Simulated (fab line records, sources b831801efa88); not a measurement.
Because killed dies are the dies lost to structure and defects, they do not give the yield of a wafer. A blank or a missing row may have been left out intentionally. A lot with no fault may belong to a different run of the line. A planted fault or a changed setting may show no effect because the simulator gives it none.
Which tool did it? | flow sky130 | 6 lots with 18 wafers sampled at 2 steps, on a route of 708 steps

== WHAT THE GAUGES READ, wafer by wafer ==
SKY_FIELD_ISO_THK_MEAS_02.
lot  | measured    | on           | FIELD_ISO_OXIDATION_00_THK (nm)
L800 | day 1 22:52 | filmMetro-01 | 11.93 12.05 11.93
L804 | day 3 00:04 | filmMetro-01 | 13.89 13.88 14.10
L806 | day 3 07:25 | filmMetro-02 | 13.87 14.06 14.19
L810 | day 4 00:14 | filmMetro-02 | 11.86 11.78 11.89
L819 | day 5 20:38 | filmMetro-02 | 12.06 12.07 12.05
L821 | day 6 08:05 | filmMetro-04 | 11.83 11.83 11.75

== WHAT TOOL EACH LOT RAN ON (gives the tool, then ch and the chambers of the sampled wafers, and finally the start) ==
lot  | SKY_FIELD_ISO_OXIDATION_01
L800 | furnace-02 ch 0, day 1 21:21
L804 | furnace-02 ch 0, day 2 22:33
L806 | furnace-02 ch 0, day 3 05:55
L810 | furnace-01 ch 0, day 3 22:43
L819 | furnace-01 ch 0, day 5 19:07
L821 | furnace-01 ch 0, day 6 06:34
- SKY_FIELD_ISO_OXIDATION_01: stabilise 600 s, purge 300 s, target thk 12 nm.

== THE ANSWER, worked out from the rows above alone ==
Rule: what is usual is taken from the lots themselves. Put in order of their means at a reading, lots are off if they are a third of the lots or fewer, leave a main group of 4 or more, and stand apart from it by a gap of 3 or more times the standard deviation of the main group's means; of several such gaps the widest counts. A main group whose means are all the same, to the digits that the tables above print for the reading, isn't used. A lot without any number at a reading at which 4 lots or more have one is off too. The other lots that the step has rows for count as sound.
Off: at SKY_FIELD_ISO_THK_MEAS_02 (FIELD_ISO_OXIDATION_00_THK), L804, L806. Main group: mean 11.92 nm, sd 0.1.
A tool fits if, at a process step before that reading, it ran every lot that is off, and no sound lot after the first of them. The gauges at SKY_FIELD_ISO_THK_MEAS_02 are tried like those tools. One fits: furnace-02 at SKY_FIELD_ISO_OXIDATION_01. Its last sound lot is L800 (day 1 21:21), its first lot that is off L804 (day 2 22:33): a fault that began between those two fits.

== WHAT THE SIMULATOR PUT IN ==
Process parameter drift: furnace-02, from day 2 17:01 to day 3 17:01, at SKY_FIELD_ISO_OXIDATION_01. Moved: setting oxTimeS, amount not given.
Shown lots that were struck: L804, L806. Same finding as the rule above.
